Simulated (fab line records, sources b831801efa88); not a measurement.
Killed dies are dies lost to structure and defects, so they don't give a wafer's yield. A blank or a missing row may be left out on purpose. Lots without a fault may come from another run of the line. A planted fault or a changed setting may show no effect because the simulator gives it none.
One fault seen from 2 desks | flow sky130 | each desk has only its own numbers; what lay behind them comes last

THE METROLOGY DESK
What the gauges read, lot by lot, whatever tool the lot ran on: means of the sampled wafers that have a number. A lot is out of limits, marked OUT, if its mean lies more than 4 standard deviations from the usual mean; the brackets give that distance.
Columns: A = FIELD_ISO_OXIDATION_00_THK at SKY_FIELD_ISO_THK_MEAS_02, usual 12.00 nm; B = VT_ADJUST_NCORE_TW at SKY_VT_ADJUST_NCORE_TW_MEAS_11, usual 220.1
lot  | first seen here | A     | B
L969 | day 1 21:52     | 11.69 | 219.7
L970 | day 1 21:52     | 11.97 | 218.8
L972 | day 2 07:38     | 11.84 | 221.5
L973 | day 2 12:38     | 11.75 | 220.0
L979 | day 3 19:21     | 12.41 | 222.0
L982 | day 4 10:10     | 12.42 | 219.4
L983 | day 4 15:55     | 12.33 | 219.9
L984 | day 4 19:38     | 11.66 | 235.6 (+11) OUT
L985 | day 5 01:05     | 11.80 | 221.3
L986 | day 5 06:58     | 11.85 | 237.5 (+12) OUT
L987 | day 5 11:26     | 12.27 | 235.7 (+11) OUT
L988 | day 5 15:38     | 12.31 | 221.9
This desk's finding: out of limits on L984, L986, L987; first on L984, day 13 12:10 (VT_ADJUST_NCORE_TW at SKY_VT_ADJUST_NCORE_TW_MEAS_11). In limits: L969, L970, L972, L973, L979, L982, L983, L985, L988.

THE TOOL OWNER'S DESK: implanter-01
The tool's own readings at SKY_VT_ADJUST_NCORE_IMPLANT_09: means of the sampled wafers that have a number, for each lot that ran on this tool. A lot is out of limits, marked OUT, if its mean lies more than 4 standard deviations from the usual mean; the brackets give that distance.
Columns: A = beam_energy_keV at SKY_VT_ADJUST_NCORE_IMPLANT_09, usual 10.001
lot  | first seen here | A
L979 | day 11 20:44    | 10.003
L982 | day 12 17:41    | 10.002
L984 | day 13 11:55    | 13.782 (+99 or more) OUT
L986 | day 13 22:00    | 13.786 (+99 or more) OUT
L987 | day 14 09:35    | 13.786 (+99 or more) OUT
This desk's finding: out of limits on L984, L986, L987; first on L984, day 13 11:55 (beam_energy_keV at SKY_VT_ADJUST_NCORE_IMPLANT_09). In limits: L979, L982.

PUT TOGETHER
The tool owner's desk could have raised an alarm at day 13 11:55, on L984, L986, L987.
The metrology desk could have raised an alarm at day 13 12:10, on L984, L986, L987.
Of the lots named, all ran SKY_VT_ADJUST_NCORE_IMPLANT_09 on implanter-01.

WHAT THE SIMULATOR HAD PUT IN
Process parameter drift: implanter-01, from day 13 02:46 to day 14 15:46, at SKY_VT_ADJUST_NCORE_IMPLANT_09. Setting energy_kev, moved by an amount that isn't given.
Lots struck among those shown: L984, L986, L987.
Hours from the fault's start to each desk's first reading out of limits: the tool owner's desk, 9; the metrology desk, 9.
